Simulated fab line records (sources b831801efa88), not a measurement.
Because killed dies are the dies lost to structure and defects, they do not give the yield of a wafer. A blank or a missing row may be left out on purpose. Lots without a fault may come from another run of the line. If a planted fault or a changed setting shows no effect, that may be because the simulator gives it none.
fab line records	flow sky130	part 1 of 2: steps 1 to 31 of 41
[record] lots = 5	wafers = 15	last-day = 50
route steps=708 shown LOCAL_INTERCONNECT@392 CONTACT@406
lots with no fault: from the same line, run without faults
start-h: hours from the record's first day to the start of the lot's first wafer shown	wait-h: hours since the lot's step before	" identical to the entry in the row above	L1.1+2: one row covering several wafers at once	- no value, or no start given	* or withheld: withheld	< > ~ a bound
route shown NAME@n: NAME is a module with steps in the file, n the number in the route of the first one	usual: average and standard deviation across the fault-free wafers	same: alike in all rows	chamber/n: place in a boat	sites: each site's reading	_std_site: the standard deviation of these	_edge_site: the outer-site mean with the inner-site mean subtracted	radius-mm: for every site, how far away it sits from the centre of the wafer	mask NAME#n: copy n	behind: the most recent tool/chamber to have shaped the wafer	hold: why the lot went on hold/how many hours it stayed there/how the hold came to an end	device: the transistor (n, p or np) that didn't switch	end of line: tests of these same wafers at the route's end	where a step has no rows: the recipe by itself	killed: at the first sort, the dies lost to defects and structure; wafer yield is something else	map: the dies of a wafer, with x for killed, . for not killed, _ for no die there
set.NAME: the setting the step ran with; set.NAME@STEP: the setting that earlier step ran with	model.NAME: the simulator's own value behind a step, which no gauge read
lots at some steps of the route; a table a step, a row a wafer
services: when a tool's chamber went out of use (start-h, in hours from the record's first day, below 0 if earlier), for how many hours, and the reason
[[steps]]
[step SKY_LOCAL_INTERCONNECT_COAT_05]
[recipe] resist = BARC	temp-c = withheld	time-s = withheld	spin-rpm = 3000	resist-thk-nm = 60
lot.wafer	tool	chamber	start-h	wait-h
L074.2+4+5	litho-track-02	0	696.22	0.1
L079.3+5+6	litho-track-02	0	741.75	0.1
L093.2+5+6	litho-track-04	0	839.25	0.1
L096.2+4+5	litho-track-02	0	861.82	0.1
L097.1+5+6	litho-track-04	0	871.97	0.1
[step SKY_LOCAL_INTERCONNECT_COAT_06]
[recipe] resist = KrF-thick	spin-rpm = 3000	resist-thk-nm = 443.2
lot.wafer	tool	chamber	start-h	wait-h
L074.2+4+5	litho-track-02	0	-	-
L079.3+5+6	litho-track-02	0	-	-
L093.2+5+6	litho-track-04	0	-	-
L096.2+4+5	litho-track-02	0	-	-
L097.1+5+6	litho-track-04	0	-	-
[step SKY_LOCAL_INTERCONNECT_SOFTBAKE_07]
[recipe] temp-c = 100	time-s = 90	resist = KrF-thick
lot.wafer	tool	chamber	start-h	wait-h
L074.2+4+5	litho-track-02	0	-	-
L079.3+5+6	litho-track-02	0	-	-
L093.2+5+6	litho-track-04	0	-	-
L096.2+4+5	litho-track-02	0	-	-
L097.1+5+6	litho-track-04	0	-	-
[step SKY_LOCAL_INTERCONNECT_EXPOSE_08]
[recipe] mask-id = LI1M	na = 0.8	source-shape = annular	sigma-inner = 0.55	sigma-outer = 0.85	target-cd-nm = 170	dose-mj = 28
[usual] focus-offset-nm = -0.1/0.58
[same] sigma-outer = 0.85
lot.wafer	tool	chamber	start-h	wait-h	mask	focus-offset-nm
L074.2	krf-scanner-02	0	-	-	LI1M#0	-0.4
L074.4	"	0	"	"	LI1M#0	-0.9
L074.5	"	0	"	"	LI1M#0	-0.3
L079.3	krf-scanner-01	0	-	-	LI1M#0	-0.8
L079.5	"	0	"	"	LI1M#0	-0.8
L079.6	"	0	"	"	LI1M#0	-1.0
L093.2	krf-scanner-01	0	-	-	LI1M#0	-0.9
L093.5	"	0	"	"	LI1M#0	-0.8
L093.6	"	0	"	"	LI1M#0	-0.3
L096.2	krf-scanner-02	0	-	-	LI1M#0	0.1
L096.4	"	0	"	"	LI1M#0	0.0
L096.5	"	0	"	"	LI1M#0	0.5
L097.1	krf-scanner-01	0	-	-	LI1M#0	0.1
L097.5	"	0	"	"	LI1M#0	-0.3
L097.6	"	0	"	"	LI1M#0	0.2
[step SKY_LOCAL_INTERCONNECT_PEB_09]
[recipe] peb-temp-c = withheld	peb-time-s = withheld	resist = KrF-thick
lot.wafer	tool	chamber	start-h	wait-h
L074.2+4+5	litho-track-02	0	-	-
L079.3+5+6	litho-track-02	0	-	-
L093.2+5+6	litho-track-04	0	-	-
L096.2+4+5	litho-track-01	0	-	-
L097.1+5+6	litho-track-04	0	-	-
[step SKY_LOCAL_INTERCONNECT_DEVELOP_10]
[recipe] develop-time-s = 60	resist = KrF-thick	dev-temp-c = 21
lot.wafer	tool	chamber	start-h	wait-h
L074.2+4+5	litho-track-02	0	-	-
L079.3+5+6	litho-track-02	0	-	-
L093.2+5+6	litho-track-04	0	-	-
L096.2+4+5	litho-track-01	0	-	-
L097.1+5+6	litho-track-04	0	-	-
[step SKY_LOCAL_INTERCONNECT_CD_MEAS_11]
[recipe] target-cd-nm = 170
[usual] cd-nm = 170.8/1.8
lot.wafer	tool	chamber	start-h	wait-h	cd-nm
L074.2	cd-sem-02	-	710.17	-	174.3
L074.4	"	-	"	"	174.6
L074.5	"	-	"	"	174.5
L079.3	cd-sem-01	-	755.34	-	170.5
L079.5	"	-	"	"	170.7
L079.6	"	-	"	"	169.9
L093.2	cd-sem-01	-	852.74	-	168.4
L093.5	"	-	"	"	168.2
L093.6	"	-	"	"	168.2
L096.2	cd-sem-02	-	875.99	-	173.5
L096.4	"	-	"	"	173.3
L096.5	"	-	"	"	174.3
L097.1	cd-sem-01	-	885.62	-	171.9
L097.5	"	-	"	"	172.0
L097.6	"	-	"	"	172.8
[step SKY_LOCAL_INTERCONNECT_OVL_MEAS_12]
[usual] LOCAL_INTERCONNECT_OVL = -3/6.6
lot.wafer	tool	chamber	start-h	wait-h	LOCAL_INTERCONNECT_OVL[nm]
L074.2	overlay-01	-	710.27	0.1	-3
L074.4	"	-	"	"	-5
L074.5	"	-	"	"	6
L079.3	overlay-01	-	755.43	0.1	-15
L079.5	"	-	"	"	-14
L079.6	"	-	"	"	-9
L093.2	overlay-01	-	852.85	0.1	-4
L093.5	"	-	"	"	1
L093.6	"	-	"	"	5
L096.2	overlay-02	-	876.09	0.1	-12
L096.4	"	-	"	"	-13
L096.5	"	-	"	"	-3
L097.1	overlay-02	-	885.74	0.1	9
L097.5	"	-	"	"	7
L097.6	"	-	"	"	-3
[step SKY_LOCAL_INTERCONNECT_ETCH_13]
[recipe] chemistry = N2/H2	target = BARC	ion-energy-ev = 200	bias-w = 100	pressure-mtorr = 30	n2-flow-sccm = 100	h2-flow-sccm = 200	icp-w = 500	stop-on = SiO2	time-s = 45.9	target-depth-a = 600
[usual] drypump-motor-current-A = 5.30/0.12	oes-product-au = 0.855/0.0045	throttle-valve-pct = 13.225/0.0092
lot.wafer	tool	chamber	start-h	wait-h	drypump-motor-current-A	oes-product-au	rf-hours-counter-h	throttle-valve-pct
L074.2	rie-metal-03	0	710.30	0.0	5.14	0.847	12	13.232
L074.4	"	0	"	"	5.12	0.853	-	13.229
L074.5	"	1	"	"	5.39	0.856	-	13.236
L079.3	rie-metal-01	0	755.47	0.0	5.43	0.857	-	13.219
L079.5	"	0	"	"	5.41	0.853	-	13.219
L079.6	"	1	"	"	5.04	0.856	-	13.219
L093.2	rie-metal-03	0	852.88	0.0	5.16	0.852	2	13.213
L093.5	"	1	"	"	5.42	0.858	-	13.212
L093.6	"	0	"	"	5.14	0.849	-	13.235
L096.2	rie-metal-01	0	876.12	0.0	5.40	0.860	13	13.236
L096.4	"	0	"	"	5.39	0.858	-	13.234
L096.5	"	0	"	"	5.39	0.861	-	13.216
L097.1	rie-metal-02	1	885.78	0.0	5.40	0.857	10	13.215
L097.5	"	1	"	"	5.39	0.855	-	13.229
L097.6	"	0	"	"	5.34	0.855	-	13.229
[step SKY_LOCAL_INTERCONNECT_METAL_ETCH_14]
[recipe] target-depth-nm = 110	stop-on = PSG	chemistry = Cl2/BCl3	target = TiN	resist-sidewall-deg = 88	pressure-mtorr = 10	icp-w = 900	bias-w = 48.5	Cl2_flow_sccm = 60	bcl3-flow-sccm = 30	time-s = 31.4
[usual] drypump-motor-current-A = 5.29/0.13	oes-product-au = 0.945/0.0068	throttle-valve-pct = 21.899/0.0095
lot.wafer	tool	chamber	start-h	wait-h	drypump-motor-current-A	oes-product-au	rf-hours-counter-h	throttle-valve-pct
L074.2	rie-metal-03	0	710.37	0.0	5.13	0.955	12	21.888
L074.4	"	0	"	"	5.13	0.946	-	21.902
L074.5	"	1	"	"	5.40	0.949	-	21.905
L079.3	rie-metal-01	0	755.53	0.0	5.39	0.949	-	21.886
L079.5	"	0	"	"	5.39	0.948	-	21.878
L079.6	"	1	"	"	5.07	0.944	-	21.918
L093.2	rie-metal-03	0	852.94	0.0	5.16	0.937	2	21.892
L093.5	"	1	"	"	5.39	0.947	-	21.896
L093.6	"	0	"	"	5.16	0.947	-	21.905
L096.2	rie-metal-01	0	876.19	0.0	5.42	0.948	13	21.904
L096.4	"	0	"	"	5.40	0.947	-	21.899
L096.5	"	0	"	"	5.41	0.967	-	21.880
L097.1	rie-metal-02	1	885.84	0.0	5.35	0.945	10	21.896
L097.5	"	1	"	"	5.32	0.941	-	21.903
L097.6	"	0	"	"	5.34	0.946	-	21.916
[step SKY_LOCAL_INTERCONNECT_STRIP_15]
[recipe] chemistry = O2/N2	power-w = 1400	pressure-mtorr = 1500	platen-temp-c = withheld	o2-flow-sccm = 3000	n2-flow-sccm = 300	overash-fraction = 0.5
[usual] drypump-motor-current-A = 5.8/0.58	oes-product-au = 0.424/0.0042	strip-time-to-endpoint-s = 4.647/0.024
lot.wafer	tool	chamber	start-h	wait-h	drypump-motor-current-A	oes-product-au	rf-hours-counter-h	strip-time-to-endpoint-s
L074.2	plasma-asher-03	0	710.42	0.0	6.1	0.419	103	4.647
L074.4	"	1	"	"	5.9	0.418	-	4.676
L074.5	"	0	"	"	6.1	0.426	-	4.640
L079.3	plasma-asher-04	0	755.60	0.1	6.6	0.427	-	4.619
L079.5	"	0	"	"	6.6	0.421	-	4.614
L079.6	"	1	"	"	5.3	0.415	-	4.611
L093.2	plasma-asher-01	0	852.99	0.0	4.9	0.418	106	4.672
L093.5	"	1	"	"	6.1	0.424	-	4.667
L093.6	"	0	"	"	4.9	0.429	-	4.675
L096.2	plasma-asher-01	1	876.24	0.0	6.1	0.428	108	4.635
L096.4	"	1	"	"	6.1	0.420	-	4.623
L096.5	"	0	"	"	4.9	0.428	-	4.631
L097.1	plasma-asher-04	1	885.89	0.0	5.3	0.423	71	4.658
L097.5	"	0	"	"	6.6	0.425	-	4.680
L097.6	"	1	"	"	5.3	0.425	-	4.672
[step SKY_LOCAL_INTERCONNECT_STRIP_16]
[recipe] chemistry = post-etch-residue-remover	time-s = 1200	temp-c = 72.5
lot.wafer	tool	chamber	start-h	wait-h
L074.2+4+5	wet-bench-03	0	710.52	0.1
L079.3+5+6	wet-bench-04	2	755.67	0.0
L093.2+5+6	wet-bench-03	1	853.09	0.1
L096.2+4+5	wet-bench-03	2	876.34	0.1
L097.1+5+6	wet-bench-04	3	885.99	0.1
[step SKY_LOCAL_INTERCONNECT_CLEAN_17]
[recipe] chemistry = IPA	time-s = 180	temp-c = 25
lot.wafer	tool	chamber	start-h	wait-h
L074.2+4+5	wet-bench-01	2	710.86	0.0
L079.3+5+6	wet-bench-01	3	756.01	0.0
L093.2+5+6	wet-bench-01	3	853.46	0.0
L096.2+4+5	wet-bench-01	2	876.71	0.0
L097.1+5+6	wet-bench-01	0	886.33	0.0
[step SKY_LOCAL_INTERCONNECT_CLEAN_18]
[recipe] chemistry = O3/DIW	dry = n2-spin
lot.wafer	tool	chamber	start-h	wait-h
L074.2+4+5	wet-bench-04	1	710.92	0.0
L079.3+5+6	wet-bench-03	1	756.07	0.0
L093.2+5+6	wet-bench-04	0	853.52	0.0
L096.2+4+5	wet-bench-04	0	876.77	0.0
L097.1+5+6	wet-bench-04	3	886.39	0.0
[step SKY_CONTACT_CVD_00]
[recipe] material = Si3N4	target-thk-nm = 75	temp-c = 400	time-s = withheld	rf-w = 450
[usual] heater-power-w = 755/100
lot.wafer	tool	chamber	start-h	wait-h	heater-power-w
L074.2	pecvd-04	2	711.01	0.0	982
L074.4	"	0	"	"	702
L074.5	"	1	"	"	695
L079.3	pecvd-04	1	756.17	0.0	732
L079.5	"	1	"	"	750
L079.6	"	0	"	"	621
L093.2	pecvd-02	0	853.61	0.0	702
L093.5	"	1	"	"	775
L093.6	"	2	"	"	631
L096.2	pecvd-03	2	876.86	0.0	868
L096.4	"	2	"	"	832
L096.5	"	2	"	"	849
L097.1	pecvd-02	0	886.48	0.0	824
L097.5	"	1	"	"	755
L097.6	"	2	"	"	646
[step SKY_CONTACT_THK_MEAS_01]
[recipe] reads = Si3N4_of_CONTACT_CVD_00
[usual] CONTACT_CVD_00_THK = 74.9/0.89
lot.wafer	tool	chamber	start-h	wait-h	CONTACT_CVD_00_THK[nm]
L074.2	film-metro-02	-	711.05	-	74.3
L074.4	"	-	"	"	76.1
L074.5	"	-	"	"	74.2
L079.3	film-metro-04	-	756.22	-	74.9
L079.5	"	-	"	"	75.7
L079.6	"	-	"	"	76.7
L093.2	film-metro-02	-	853.66	-	73.4
L093.5	"	-	"	"	74.8
L093.6	"	-	"	"	74.5
L096.2	film-metro-02	-	876.92	-	74.6
L096.4	"	-	"	"	76.1
L096.5	"	-	"	"	76.4
L097.1	film-metro-04	-	886.52	-	73.7
L097.5	"	-	"	"	74.3
L097.6	"	-	"	"	74.2
[step SKY_CONTACT_HDPCVD_02]
[recipe] material = SiO2	target-thk-nm = 565	sigma-open-frac = 0.3	time-s = 94.2	temp-c = 600	sih4-flow-sccm = 60	pressure-mtorr = 6
lot.wafer	tool	chamber	start-h	wait-h
L074.2+4+5	hdpcvd-01	0,2,1	711.10	0.0
L079.3+5+6	hdpcvd-01	2,2,0	756.26	0.0
L093.2+5+6	hdpcvd-02	2,0,1	853.71	0.0
L096.2+4+5	hdpcvd-02	1,2,1	876.97	0.0
L097.1+5+6	hdpcvd-01	2,0,1	886.58	0.1
[step SKY_CONTACT_THK_MEAS_03]
[recipe] reads = SiO2_of_CONTACT_HDPCVD_02
[usual] CONTACT_HDPCVD_THK = 564/5
lot.wafer	tool	chamber	start-h	wait-h	CONTACT_HDPCVD_THK[nm]
L074.2	film-metro-04	-	711.18	0.0	563
L074.4	"	-	"	"	560
L074.5	"	-	"	"	566
L079.3	film-metro-02	-	756.35	0.1	565
L079.5	"	-	"	"	556
L079.6	"	-	"	"	565
L093.2	film-metro-03	-	853.79	0.0	559
L093.5	"	-	"	"	560
L093.6	"	-	"	"	566
L096.2	film-metro-03	-	877.05	0.0	565
L096.4	"	-	"	"	569
L096.5	"	-	"	"	564
L097.1	film-metro-03	-	886.65	0.0	561
L097.5	"	-	"	"	561
L097.6	"	-	"	"	563
[step SKY_CONTACT_CMP_04]
[recipe] material = SiO2	down-force-psi = 4	platen-rpm = 60	pad-velocity-m-s = 0.94248
[usual] motor-current-A = 12.4/1.1	slurry-filter-dp-kPa = 13.51/0.14	time-to-endpoint-s = 82/3.6
lot.wafer	tool	chamber	start-h	wait-h	motor-current-A	slurry-filter-dp-kPa	time-to-endpoint-s
L074.4	cmp-02	2	711.23	0.0	10.3	13.33	84
L074.2	"	0	"	"	13.4	13.64	84
L074.5	"	2	"	"	10.2	13.70	89
L079.3	cmp-01	2	756.44	0.1	11.7	13.73	76
L079.6	"	1	"	"	12.1	13.55	77
L079.5	"	2	"	"	11.3	13.44	73
L093.2	cmp-01	2	853.84	0.0	11.9	13.52	82
L093.5	"	2	"	"	11.8	13.57	82
L093.6	"	3	"	"	14.0	13.51	88
L096.4	cmp-01	1	877.15	0.1	12.6	13.64	85
L096.2	"	3	"	"	13.4	13.45	88
L096.5	"	0	"	"	11.9	13.71	84
L097.1	cmp-02	3	886.76	0.1	12.5	13.47	84
L097.5	"	2	"	"	10.7	13.63	81
L097.6	"	3	"	"	12.4	13.69	82
[step SKY_CONTACT_BOW_MEAS_05]
[recipe] mode = bow
[usual] CONTACT_BOW = 84/7.6
lot.wafer	tool	chamber	start-h	wait-h	CONTACT_BOW[um]
L074.2	film-metro-02	-	711.55	0.2	87
L074.4	"	-	"	"	88
L074.5	"	-	"	"	77
L079.3	film-metro-03	-	756.73	0.2	70
L079.5	"	-	"	"	83
L079.6	"	-	"	"	77
L093.2	film-metro-02	-	854.16	0.3	79
L093.5	"	-	"	"	69
L093.6	"	-	"	"	88
L096.2	film-metro-04	-	877.42	0.1	88
L096.4	"	-	"	"	86
L096.5	"	-	"	"	85
L097.1	film-metro-03	-	887.01	0.2	98
L097.5	"	-	"	"	86
L097.6	"	-	"	"	88
[step SKY_CONTACT_DEHYDRATE_06]
[recipe] temp-c = 200	time-s = 60
lot.wafer	tool	chamber	start-h	wait-h
L074.2+4+5	litho-track-01	0	725.19	13.6
L079.3+5+6	litho-track-04	0	770.07	13.3
L093.2+5+6	litho-track-04	0	866.55	12.4
L096.2+4+5	litho-track-04	0	888.95	11.5
L097.1+5+6	litho-track-01	0	899.37	12.3
[step SKY_CONTACT_HMDS_07]
[recipe] prime-time-s = 60	prime-temp-c = 120
lot.wafer	tool	chamber	start-h	wait-h
L074.2+4+5	litho-track-01	0	725.34	0.1
L079.3+5+6	litho-track-04	0	770.22	0.1
L093.2+5+6	litho-track-04	0	866.70	0.1
L096.2+4+5	litho-track-04	0	889.10	0.1
L097.1+5+6	litho-track-01	0	899.52	0.1
[step SKY_CONTACT_COAT_08]
[recipe] resist = BARC	temp-c = withheld	time-s = withheld	spin-rpm = 3000	resist-thk-nm = 60
lot.wafer	tool	chamber	start-h	wait-h
L074.2+4+5	litho-track-01	0	725.49	0.1
L079.3+5+6	litho-track-04	0	770.37	0.1
L093.2+5+6	litho-track-04	0	866.85	0.1
L096.2+4+5	litho-track-04	0	889.25	0.1
L097.1+5+6	litho-track-01	0	899.67	0.1
[step SKY_CONTACT_COAT_09]
[recipe] resist = KrF-thick	spin-rpm = 3000	resist-thk-nm = 450
lot.wafer	tool	chamber	start-h	wait-h
L074.2+4+5	litho-track-01	0	-	-
L079.3+5+6	litho-track-04	0	-	-
L093.2+5+6	litho-track-04	0	-	-
L096.2+4+5	litho-track-04	0	-	-
L097.1+5+6	litho-track-01	0	-	-
[step SKY_CONTACT_SOFTBAKE_10]
[recipe] temp-c = 100	time-s = 90	resist = KrF-thick
lot.wafer	tool	chamber	start-h	wait-h
L074.2+4+5	litho-track-01	0	-	-
L079.3+5+6	litho-track-04	0	-	-
L093.2+5+6	litho-track-04	0	-	-
L096.2+4+5	litho-track-04	0	-	-
L097.1+5+6	litho-track-01	0	-	-
[step SKY_CONTACT_EXPOSE_11]
[recipe] mask-id = CTM1	na = 0.8	source-shape = annular	sigma-inner = 0.55	sigma-outer = 0.85	target-cd-nm = 170	dose-mj = 38
[usual] focus-offset-nm = 0.0/0.51
[same] sigma-outer = 0.85
lot.wafer	tool	chamber	start-h	wait-h	mask	focus-offset-nm
L074.2	krf-scanner-01	0	-	-	CTM1#0	-0.7
L074.4	"	0	"	"	CTM1#0	-0.6
L074.5	"	0	"	"	CTM1#0	-0.8
L079.3	krf-scanner-01	0	-	-	CTM1#0	0.0
L079.5	"	0	"	"	CTM1#0	0.1
L079.6	"	0	"	"	CTM1#0	1.0
L093.2	krf-scanner-02	0	-	-	CTM1#0	0.4
L093.5	"	0	"	"	CTM1#0	0.6
L093.6	"	0	"	"	CTM1#0	-0.1
L096.2	krf-scanner-01	0	-	-	CTM1#0	-0.4
L096.4	"	0	"	"	CTM1#0	-0.5
L096.5	"	0	"	"	CTM1#0	-0.5
L097.1	krf-scanner-02	0	-	-	CTM1#0	0.1
L097.5	"	0	"	"	CTM1#0	0.0
L097.6	"	0	"	"	CTM1#0	0.1
[step SKY_CONTACT_PEB_12]
[recipe] peb-temp-c = withheld	peb-time-s = withheld	resist = KrF-thick
lot.wafer	tool	chamber	start-h	wait-h
L074.2+4+5	litho-track-04	0	-	-
L079.3+5+6	litho-track-01	0	-	-
L093.2+5+6	litho-track-01	0	-	-
L096.2+4+5	litho-track-04	0	-	-
L097.1+5+6	litho-track-04	0	-	-
[step SKY_CONTACT_DEVELOP_13]
[recipe] develop-time-s = 60	resist = KrF-thick	dev-temp-c = 21
lot.wafer	tool	chamber	start-h	wait-h
L074.2+4+5	litho-track-04	0	-	-
L079.3+5+6	litho-track-01	0	-	-
L093.2+5+6	litho-track-01	0	-	-
L096.2+4+5	litho-track-04	0	-	-
L097.1+5+6	litho-track-04	0	-	-
[step SKY_CONTACT_CD_MEAS_14]
[recipe] target-cd-nm = 170
[usual] cd-nm = 169.9/1.7
lot.wafer	tool	chamber	start-h	wait-h	cd-nm
L074.2	cd-sem-01	-	738.99	-	171.1
L074.4	"	-	"	"	171.8
L074.5	"	-	"	"	172.2
L079.3	cd-sem-01	-	784.01	-	171.1
L079.5	"	-	"	"	171.1
L079.6	"	-	"	"	171.9
L093.2	cd-sem-01	-	879.99	-	169.4
L093.5	"	-	"	"	167.7
L093.6	"	-	"	"	168.4
L096.2	cd-sem-01	-	903.14	-	170.2
L096.4	"	-	"	"	169.8
L096.5	"	-	"	"	170.0
L097.1	cd-sem-01	-	912.67	-	169.9
L097.5	"	-	"	"	168.4
L097.6	"	-	"	"	168.6
[step SKY_CONTACT_OVL_MEAS_15]
[usual] CONTACT_OVL = 2/5.1
lot.wafer	tool	chamber	start-h	wait-h	CONTACT_OVL[nm]
L074.2	overlay-01	-	739.10	0.1	5
L074.4	"	-	"	"	5
L074.5	"	-	"	"	9
L079.3	overlay-02	-	784.10	0.1	8
L079.5	"	-	"	"	15
L079.6	"	-	"	"	5
L093.2	overlay-02	-	880.09	0.1	11
L093.5	"	-	"	"	10
L093.6	"	-	"	"	12
L096.2	overlay-02	-	903.25	0.1	5
L096.4	"	-	"	"	10
L096.5	"	-	"	"	7
L097.1	overlay-02	-	912.79	0.1	4
L097.5	"	-	"	"	3
L097.6	"	-	"	"	-6
[step SKY_CONTACT_ETCH_16]
[recipe] chemistry = N2/H2	target = BARC	ion-energy-ev = 200	source-w = 500	bias-w = 100	pressure-mtorr = 30	n2-flow-sccm = 100	h2-flow-sccm = 200	stop-on = SiO2	time-s = 45.9	target-depth-a = 600
[usual] drypump-motor-current-A = 5.7/0.55	oes-product-au = 0.855/0.0048	throttle-valve-pct = 13.226/0.0092
lot.wafer	tool	chamber	start-h	wait-h	drypump-motor-current-A	oes-product-au	rf-hours-counter-h	throttle-valve-pct
L074.2	rie-diel-02	0	739.13	0.0	6.4	0.864	5	13.226
L074.4	"	3	"	"	5.4	0.856	17	13.225
L074.5	"	2	"	"	5.7	0.859	-	13.221
L079.3	rie-diel-01	0	784.12	0.0	6.1	0.851	9	13.232
L079.5	"	1	"	"	5.2	0.854	-	13.229
L079.6	"	2	"	"	6.7	0.864	-	13.236
L093.2	rie-diel-02	2	880.12	0.0	5.7	0.856	11	13.213
L093.5	"	0	"	"	6.4	0.856	-	13.225
L093.6	"	1	"	"	5.0	0.864	-	13.228
L096.2	rie-diel-02	1	903.28	0.0	5.0	0.855	19	13.214
L096.4	"	3	"	"	5.4	0.859	22	13.230
L096.5	"	0	"	"	6.3	0.855	-	13.212
L097.1	rie-diel-02	2	912.83	0.0	5.7	0.858	12	13.228
L097.5	"	3	"	"	5.4	0.851	-	13.230
L097.6	"	0	"	"	6.4	0.848	-	13.234
